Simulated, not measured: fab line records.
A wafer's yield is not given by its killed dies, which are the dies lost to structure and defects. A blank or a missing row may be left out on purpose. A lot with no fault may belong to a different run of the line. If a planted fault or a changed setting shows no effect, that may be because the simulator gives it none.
Split-lot study + flow sfq-line + route with 325 steps; 5 lots, 27 wafers read

SPLIT DETAILS
At SFQ_TRILAYER_I2_DEP_PECVD_063 (deposits SiO2 from SiH4/N2O, time 111.11 s, target thk 500 nm), the setting time-s was moved away from the recipe's 111.11 s on 12 of the 27 wafers read, by -33.3% to +32.8%. For the rest of the wafers, this setting stayed at what the recipe calls for.

The reading comes from the split's own step.

THE READING
SiO2_of_TRILAYER_I2_DEP_PECVD_063.thk-nm (the simulator's own value, which no gauge read), in nm, at SFQ_TRILAYER_I2_DEP_PECVD_063 (deposits SiO2 from SiH4/N2O, time 111.11 s, target thk 500 nm). There is no usual value for it anywhere in the file. The 15 wafers here that ran the recipe average 496.9 nm, standard deviation 6.1 nm.

| wafer  | tool, chamber at the split | time-s as run, s | against the recipe | SiO2_of_TRILAYER_I2_DEP_PECVD_063.thk-nm, nm | against lot-mates on the recipe |
|--------|----------------------------|------------------|--------------------|----------------------------------------------|---------------------------------|
| L074.1 | pecvd-04, 0                | 111.11           | recipe             | 498.1                                        | -                               |
| L074.2 | pecvd-04, 1                | 74.12            | -33.3%             | 333.4                                        | -167.0                          |
| L074.3 | pecvd-04, 2                | 74.12            | -33.3%             | 336.1                                        | -164.3                          |
| L074.4 | pecvd-04, 0                | 111.11           | recipe             | 502.9                                        | -                               |
| L074.5 | pecvd-04, 2                | 74.12            | -33.3%             | 340.1                                        | -160.3                          |
| L074.6 | pecvd-04, 1                | 111.11           | recipe             | 500.1                                        | -                               |
| L078.1 | pecvd-01, 0                | 111.11           | recipe             | 503.1                                        | -                               |
| L078.2 | pecvd-01, 1                | 89.98            | -19.0%             | 404.5                                        | -93.1                           |
| L078.3 | pecvd-01, 2                | 111.11           | recipe             | 486.7                                        | -                               |
| L078.4 | pecvd-01, 1                | 111.11           | recipe             | 502.9                                        | -                               |
| L078.5 | pecvd-01, 2                | 89.98            | -19.0%             | 397.9                                        | -99.7                           |
| L078.6 | pecvd-01, 0                | 89.98            | -19.0%             | 412                                          | -85.6                           |
| L079.1 | pecvd-01, 1                | 111.11           | recipe             | 491.6                                        | -                               |
| L079.2 | pecvd-01, 2                | 87.12            | -21.6%             | 378.1                                        | -116.0                          |
| L079.3 | pecvd-01, 0                | 111.11           | recipe             | 499.5                                        | -                               |
| L079.4 | pecvd-01, 0                | 87.12            | -21.6%             | 401.1                                        | -93.0                           |
| L079.5 | pecvd-01, 1                | 87.12            | -21.6%             | 393.7                                        | -100.4                          |
| L079.6 | pecvd-01, 2                | 111.11           | recipe             | 491.3                                        | -                               |
| L082.2 | pecvd-04, 2                | 111.11           | recipe             | 485.2                                        | -                               |
| L082.3 | pecvd-04, 2                | 111.11           | recipe             | 496                                          | -                               |
| L082.5 | pecvd-04, 0                | 111.11           | recipe             | 505.2                                        | -                               |
| L085.1 | pecvd-02, 1                | 147.6            | +32.8%             | 652.7                                        | +155.7                          |
| L085.2 | pecvd-02, 0                | 147.6            | +32.8%             | 659.4                                        | +162.4                          |
| L085.3 | pecvd-02, 2                | 147.6            | +32.8%             | 652.8                                        | +155.8                          |
| L085.4 | pecvd-02, 1                | 111.11           | recipe             | 491                                          | -                               |
| L085.5 | pecvd-02, 2                | 111.11           | recipe             | 497.7                                        | -                               |
| L085.6 | pecvd-02, 0                | 111.11           | recipe             | 502.2                                        | -                               |

THE FIT
A straight line over all 27 wafers: SiO2_of_TRILAYER_I2_DEP_PECVD_063.thk-nm changes by +4.83 nm for each +1% of time-s; r = +1.00; the points scatter about the line by 6.3 nm.
The same after taking each lot's own level away (the mean of its wafers on the recipe; 27 wafers): +4.85 nm for each +1%; r = +1.00; scatter 6.2 nm.
On that fit, the largest move of time-s shifts the reading by 1.6e+02 nm.
Measured against the standard deviation above, the lots' own levels, which go from 494.13 to 500.37 nm, span 1.0 times it.
The two slopes agree, so the slope changes little with the lot-to-lot level.
Check: with one of the wafers moved furthest among these (-33.3%) left out of the fit, the line predicts -161 nm for it against its lot-mates. Against them it came out at -167 nm.

THESE WAFERS: OTHER SPLITS
Note: prior to the reading, these wafers also went through further splits. Each is held against what the fit with the lots' levels taken away leaves over:
| other split on the same wafers                  | wafers away from the commonest value | r with SiO2_of_TRILAYER_I2_DEP_PECVD_063.thk-nm (lot level and that fit taken away) |
|-------------------------------------------------|--------------------------------------|-------------------------------------------------------------------------------------|
| SFQ_TRILAYER_L0_BARC_OPEN_METAL_ETCH_010 time-s | 9                                    | +0.05                                                                               |
| SFQ_TRILAYER_M0_DEP_SPUTTER_019 time-s          | 12                                   | +0.05                                                                               |
| SFQ_TRILAYER_I0_DEP_PECVD_027 time-s            | 9                                    | +0.22                                                                               |
| SFQ_TRILAYER_M1_BARC_OPEN_METAL_ETCH_054 time-s | 12                                   | +0.08                                                                               |

THE WHOLE CHAIN: every reading that the file lists as answering this split, in the file's order
| step                          | what it does                                                  | reading                                                                                   | change (the file's fit)              | r (the file's) |
|-------------------------------|---------------------------------------------------------------|-------------------------------------------------------------------------------------------|--------------------------------------|----------------|
| SFQ_TRILAYER_I2_DEP_PECVD_063 | deposits SiO2 from SiH4/N2O, time 111.11 s, target thk 500 nm | SiO2_of_TRILAYER_I2_DEP_PECVD_063.thk-nm (the simulator's own value, which no gauge read) | +4.85 nm for each +1% of the setting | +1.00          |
| SFQ_TRILAYER_I2_CMP_CMP_064   | polishes SiO2                                                 | time-to-endpoint-s                                                                        | withheld for each +1% of the setting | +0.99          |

FILE'S OWN FIT
SiO2_of_TRILAYER_I2_DEP_PECVD_063.thk-nm changes by +4.85 nm for each +1% of time-s, r = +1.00.
